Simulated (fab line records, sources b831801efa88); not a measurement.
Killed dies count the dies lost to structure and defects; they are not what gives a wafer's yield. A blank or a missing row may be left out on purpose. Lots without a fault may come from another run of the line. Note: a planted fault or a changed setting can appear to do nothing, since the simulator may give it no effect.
Chamber matching -- flow gf180mcu -- 4 sister chambers for GF_STI_ETCH_14 on rieSi-01
The step etches Si in HBr/Cl2/O2, target depth 360 nm, time 102.9 s. 4 wafers are shown with their chamber, then 9 later ones without.

== WAFERS WITH THEIR CHAMBER ==
wafer,chamber,drypumpMotorCurrentA (A)
L808.2,2,5.27
L809.2,0,5.60
L809.4,1,5.80
L809.6,3,5.31

== WAFERS WITH NO CHAMBER GIVEN ==
wafer,drypumpMotorCurrentA (A)
L815.1,5.27
L815.3,5.63
L815.6,5.28
L817.2,5.26
L817.4,5.28
L817.6,5.28
L818.1,5.28
L818.2,5.30
L818.5,5.65

== WHICH CHAMBER EACH WENT THROUGH ==
wafer,from the rows above,in truth
L815.1,can't be placed: 2 or 3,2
L815.3,0,0
L815.6,can't be placed: 2 or 3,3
L817.2,can't be placed: 2 or 3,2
L817.4,can't be placed: 2 or 3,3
L817.6,can't be placed: 2 or 3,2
L818.1,can't be placed: 2 or 3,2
L818.2,can't be placed: 3 or 2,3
L818.5,0,0
Placed correctly: 2 of 9. From these rows, 7 cannot be placed; in 7 the true chamber is one of the candidates. 0 placed wrongly.
How it was worked out, from the rows above alone: a wafer's distance from a chamber is the root of the sum, over the readings, of the square of ((its reading less the chamber's mean) divided by the reading's scatter). If the next closest chamber is less than 2 further off than the closest, the wafer can't be placed; otherwise it belongs to the closest. The mean given for a chamber averages the wafers shown for that chamber. The scatter (one wafer shown for each chamber): square how far every hidden wafer sits from the nearest shown wafer, average those squares and take the square root.
